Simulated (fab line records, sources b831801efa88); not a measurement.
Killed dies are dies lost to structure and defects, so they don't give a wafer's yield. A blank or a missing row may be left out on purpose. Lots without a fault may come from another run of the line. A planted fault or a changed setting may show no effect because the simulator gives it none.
A struck lot beside a sound one | flow sky130 | 42 steps out of a route of 708
Sound: wafers L860.3, L860.5, L860.6. Struck: wafers L876.2, L876.4, L876.5. The cause comes at the end.
At each step with rows: each side's tool, then ch and its chambers, then its first start. Under that, the readings that differ: sound wafers | struck wafers | difference of the means | sigmas: that difference in standard deviations of wafers without a fault.
alike: readings whose means differ by less than 2 such deviations, and words and numbers that are the same on both sides. not compared: withheld readings, readings that some wafer has no value for, bounds like >300 that may hide the same value, and numbers for which the record gives no deviation and whose values overlap.
The two part at a step that has a row with sigmas, a row that says differs or no value, or rows on one side only. Numbers that don't overlap but have no deviation are shown without sigmas and don't part them. A reading that every wafer of one side lacks parts them only if that side has two wafers or more.

first, 4 steps without rows for these wafers: SKY_PWDE_SOFTBAKE_03; SKY_PWDE_EXPOSE_04 (exposes mask PWDEM, target cd 840 nm); SKY_PWDE_PEB_05; SKY_PWDE_DEVELOP_06 (develop time 60 s).
SKY_PWDE_OVL_MEAS_07:
  sound on overlay-01, day 4 02:15; struck on overlay-02, day 8 01:56
  reading       | sound          | struck      | difference | sigmas
  PWDE_OVL (nm) | -2.4 -0.5 -1.0 | 0.8 1.8 1.9 | +2.8       | +2
then, 1 step without rows for these wafers: SKY_PWDE_IMPLANT_08.
SKY_PWDE_STRIP_09: strips in O2/N2.
  sound on plasma_asher-02 ch 0,1, day 4 02:28; struck on plasma_asher-02 ch 1, day 8 02:07
  reading                      | sound             | struck            | difference | sigmas
  strip_time_to_endpoint_s (s) | 36.61 36.70 36.66 | 37.02 37.02 37.03 | +0.37      | +3
  alike: drypump_motor_current_A, oes_product_au
  not compared: rf_hours_counter_h
SKY_PWDE_TW_MEAS_10:
  sound on film_metro-04, day 4 02:32; struck on film_metro-04, day 8 02:14
  alike: PWDE_TW
then, 4 steps without rows for these wafers: SKY_NWELL_DEHYDRATE_03 (time 60 s); SKY_NWELL_HMDS_04 (prime time 60 s); SKY_NWELL_COAT_05 (resist thk 3000 nm); SKY_NWELL_SOFTBAKE_06.
SKY_NWELL_EXPOSE_07: exposes mask NWM, target cd 840 nm.
  sound on iline_stepper-02 ch 0, day 4 09:46; struck on iline_stepper-02 ch 0, day 8 12:54
  alike: mask, exposure_dose_mJ_cm2
then, 2 steps without rows for these wafers: SKY_NWELL_PEB_08; SKY_NWELL_DEVELOP_09 (develop time 60 s).
SKY_NWELL_OVL_MEAS_10:
  sound on overlay-02, day 4 19:05; struck on overlay-02, day 8 23:05
  reading           | sound        | struck         | difference | sigmas
  NWELL_00_OVL (nm) | -0.1 0.2 0.8 | -4.8 -2.0 -2.0 | -3.2       | -2
then, 3 steps without rows for these wafers: SKY_NWELL_IMPLANT_11; SKY_NWELL_IMPLANT_12; SKY_NWELL_IMPLANT_13.
SKY_NWELL_STRIP_14: strips in O2/N2.
  sound on plasma_asher-01 ch 0,1, day 4 19:35; struck on plasma_asher-03 ch 0,1, day 8 23:34
  reading                      | sound             | struck            | difference | sigmas
  strip_time_to_endpoint_s (s) | 36.89 36.81 36.84 | 37.02 37.14 37.08 | +0.23      | +2
  alike: drypump_motor_current_A, oes_product_au
  not compared: rf_hours_counter_h
SKY_NWELL_TW_MEAS_15:
  sound on film_metro-04, day 4 19:41; struck on film_metro-04, day 8 23:41
  alike: NWELL_TW
then, 7 steps without rows for these wafers: SKY_NWELL_DEHYDRATE_16 (time 60 s); SKY_NWELL_HMDS_17 (prime time 60 s); SKY_NWELL_COAT_18 (resist thk 3000 nm); SKY_NWELL_SOFTBAKE_19; SKY_NWELL_EXPOSE_20 (exposes mask NWM COMPLEMENT, target cd 840 nm); SKY_NWELL_PEB_21; SKY_NWELL_DEVELOP_22 (develop time 60 s).
SKY_NWELL_OVL_MEAS_23:
  sound on overlay-02, day 5 13:14; struck on overlay-01, day 9 22:47
  alike: NWELL_01_OVL
then, 1 step without rows for these wafers: SKY_NWELL_IMPLANT_24.
SKY_NWELL_STRIP_25: strips in O2/N2.
  sound on plasma_asher-03 ch 0,1, day 5 13:27; struck on plasma_asher-04 ch 1, day 9 22:58
  alike: drypump_motor_current_A, oes_product_au, strip_time_to_endpoint_s
  not compared: rf_hours_counter_h
SKY_NWELL_TW_MEAS_26:
  sound on film_metro-04, day 5 13:32; struck on film_metro-04, day 9 23:05
  alike: NWELL_2_TW
then, 1 step without rows for these wafers: SKY_NWELL_CLEAN_27 (cleans in SC1/SC2, time 150 s).
SKY_NWELL_RTA_28: time 30 s.
  sound on rtp_anneal-01 ch 0, day 5 13:40; struck on rtp_anneal-02 ch 0, day 9 23:11
  alike: chamber_o2_ppm, lamp_power_pct, wafer_temp_C_max
SKY_NWELL_RS_MEAS_29: measures by four-point-probe.
  sound on film_metro-01, day 5 13:46; struck on film_metro-01, day 9 23:18
  alike: NWELL_RS
SKY_NWELL_RS_MEAS_31: measures by four-point-probe.
  sound on film_metro-01, day 5 14:01; struck on film_metro-01, day 9 23:32
  reading          | sound          | struck         | difference | sigmas
  PWDE_RS (ohm/sq) | 5290 5304 5303 | 5237 5240 5230 | -63        | -3
then, 5 steps without rows for these wafers: SKY_VT_ADJUST_HVTP_DEHYDRATE_00 (time 60 s); SKY_VT_ADJUST_HVTP_HMDS_01 (prime time 60 s); SKY_VT_ADJUST_HVTP_COAT_02 (resist thk 1140 nm); SKY_VT_ADJUST_HVTP_SOFTBAKE_03 (time 60 s); SKY_VT_ADJUST_HVTP_EXPOSE_04 (exposes mask HVTPM, target cd 380 nm).
-- the record jumps here: 40 days lie between the struck wafers' starts before and after (it left off in module VT_ADJUST_HVTP and takes up again in module PAD_OPEN, whose first step shown is number 708 of the route) --
SKY_PAD_OPEN_PROBE_99:
  sound on prober-01, day 46 08:05; struck on prober-01, day 50 02:20
  reading                          | sound                         | struck                        | difference | sigmas
  killed_on_rim                    | 22 21 20                      | 14 14 12                      | -8         | -2
  model.etest.nfet_16v.r_on_ohm_um | 1.418e+04 1.422e+04 1.415e+04 | 1.368e+04 1.341e+04 1.372e+04 | -5.800e+02 |
  model.etest.pfet_16v.drive_ua_um | 252.7 246.5 245.7             | 238.3 233.3 240.3             | -11.0      |
  alike: killed_at_M0_to_M3, killed_at_M4_up, killed_at_contacts, killed_at_front_end, killed_at_other, killed_dies, killed_open, killed_short
  not compared: model.etest.res_nwell.width_nm, model.etest.res_iso_pwell.width_nm

WHERE THEY PART
First at SKY_PWDE_OVL_MEAS_07; last, within this record, at SKY_PAD_OPEN_PROBE_99.

WHY: what the simulator had put in
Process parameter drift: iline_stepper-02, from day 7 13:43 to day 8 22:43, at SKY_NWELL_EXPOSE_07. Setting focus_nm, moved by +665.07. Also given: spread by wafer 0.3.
